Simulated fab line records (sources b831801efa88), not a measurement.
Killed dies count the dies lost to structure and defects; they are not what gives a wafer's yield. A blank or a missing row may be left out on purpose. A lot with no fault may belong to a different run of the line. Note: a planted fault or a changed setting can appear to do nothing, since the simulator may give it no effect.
Chamber matching ; flow sky130 ; 4 sister chambers for SKY_VIA2_CMP_02 on cmp-02
The step polishes SiO2. 4 wafers are shown with their chamber, then 11 later ones without.

== WAFERS WITH THEIR CHAMBER ==
wafer;chamber;motor-current-A (A)
L092.3;2;11.5
L092.4;0;11.4
L092.6;3;10.1
L093.1;1;14.1

== WAFERS MISSING THEIR CHAMBER ==
wafer;motor-current-A (A)
L093.2;11.4
L093.5;12.6
L094.4;10.4
L094.5;11.6
L094.6;10.0
L096.2;14.0
L096.3;11.7
L096.6;14.5
L097.2;11.6
L097.3;11.3
L097.5;12.6

== WHICH CHAMBER EACH ONE RAN IN ==
wafer;from the rows above;in truth
L093.2;can't be placed: 0 or 2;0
L093.5;can't be placed: 2 or 0 or 1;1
L094.4;can't be placed: 3 or 0 or 2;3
L094.5;can't be placed: 2 or 0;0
L094.6;3;3
L096.2;1;1
L096.3;can't be placed: 2 or 0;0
L096.6;1;1
L097.2;can't be placed: 2 or 0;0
L097.3;can't be placed: 0 or 2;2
L097.5;can't be placed: 2 or 0 or 1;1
Placed correctly: 3 of 11. Can't be placed from these rows: 8 (the true chamber is among the candidates in 8). Placed wrongly: 0.
How it was worked out, from the rows above alone: a wafer's distance from a chamber is the root of the sum, over the readings, of the square of ((its reading less the chamber's mean) divided by the reading's scatter). If the next closest chamber is less than 2 further off than the closest, the wafer can't be placed; otherwise it belongs to the closest. For every chamber, the mean is computed from those of its wafers that are shown. The scatter: root of mean squared gap, hidden wafer to nearest shown wafer, with one shown wafer a chamber.
